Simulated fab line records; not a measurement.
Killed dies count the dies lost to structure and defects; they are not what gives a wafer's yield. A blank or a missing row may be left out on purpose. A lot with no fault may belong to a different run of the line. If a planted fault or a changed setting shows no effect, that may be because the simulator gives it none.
Which of the tools did it? | flow sky130 | 6 lots with 18 wafers sampled at 3 steps, on a route of 708 steps

WHAT THE GAUGES READ, wafer by wafer
SKY_VT_ADJUST_LVTN_OVL_MEAS_18.
lot  | measured     | on         | VT_ADJUST_LVTN_01_OVL (nm)
L114 | day 8 02:07  | overlay-02 | -1.1 -1.8 -0.7
L119 | day 9 05:26  | overlay-01 | 0.1 0.6 0.6
L123 | day 10 08:59 | overlay-01 | 1.7 2.4 0.2
L125 | day 11 06:17 | overlay-02 | - - -
L128 | day 12 14:07 | overlay-01 | 1.7 2.5 1.0
L134 | day 14 01:38 | overlay-02 | -0.4 0.3 -0.2

TOOL THAT RAN EACH LOT (tool first, then ch and the chambers of the sampled wafers, then the start)
lot  | SKY_NWELL_STRIP_14                   | SKY_VT_ADJUST_LVTN_EXPOSE_15
L114 | plasma_asher-01 ch 0,1, day 4 21:47  | iline_stepper-02 ch 0, day 7 16:00
L119 | plasma_asher-03 ch 1, day 5 22:36    | iline_stepper-01 ch 0, day 8 19:37
L123 | plasma_asher-04 ch 0,1, day 6 22:10  | iline_stepper-01 ch 0, day 9 22:15
L125 | plasma_asher-01 ch 0,1, day 7 16:09  | iline_stepper-01 ch 0, day 10 18:43
L128 | plasma_asher-01 ch 0,1, day 8 19:15  | iline_stepper-02 ch 0, day 12 02:07
L134 | plasma_asher-01 ch 0,1, day 10 00:10 | iline_stepper-01 ch 0, day 13 12:40
- SKY_NWELL_STRIP_14: strips in O2/N2.
- SKY_VT_ADJUST_LVTN_EXPOSE_15: exposes mask HVN STD DERIVED, target cd 600 nm.

THE ANSWER, worked out from the rows above alone
Rule: what is usual is taken from the lots themselves. Put in order of their means at a reading, lots are off if they are a third of the lots or fewer, leave a main group of 4 or more, and stand apart from it by a gap of 3 or more times the standard deviation of the main group's means; of several such gaps the widest counts. The tables above print the reading to a certain number of digits; a main group whose means all agree to those digits is not used. Also off: a lot with no number at a reading for which 4 or more lots have one. Any other lot the step has rows for is counted as sound.
Off: L125, at SKY_VT_ADJUST_LVTN_OVL_MEAS_18 (VT_ADJUST_LVTN_01_OVL). Without a number there: L125. Main group: mean 0.5 nm, sd 1.1.
If a tool, at a process step before that reading, ran all the lots that are off and no sound lot after the first of them, it fits. Gauges at SKY_VT_ADJUST_LVTN_OVL_MEAS_18: tried the same way as those tools. Of those tried, none fits.

WHAT THE SIMULATOR PUT IN
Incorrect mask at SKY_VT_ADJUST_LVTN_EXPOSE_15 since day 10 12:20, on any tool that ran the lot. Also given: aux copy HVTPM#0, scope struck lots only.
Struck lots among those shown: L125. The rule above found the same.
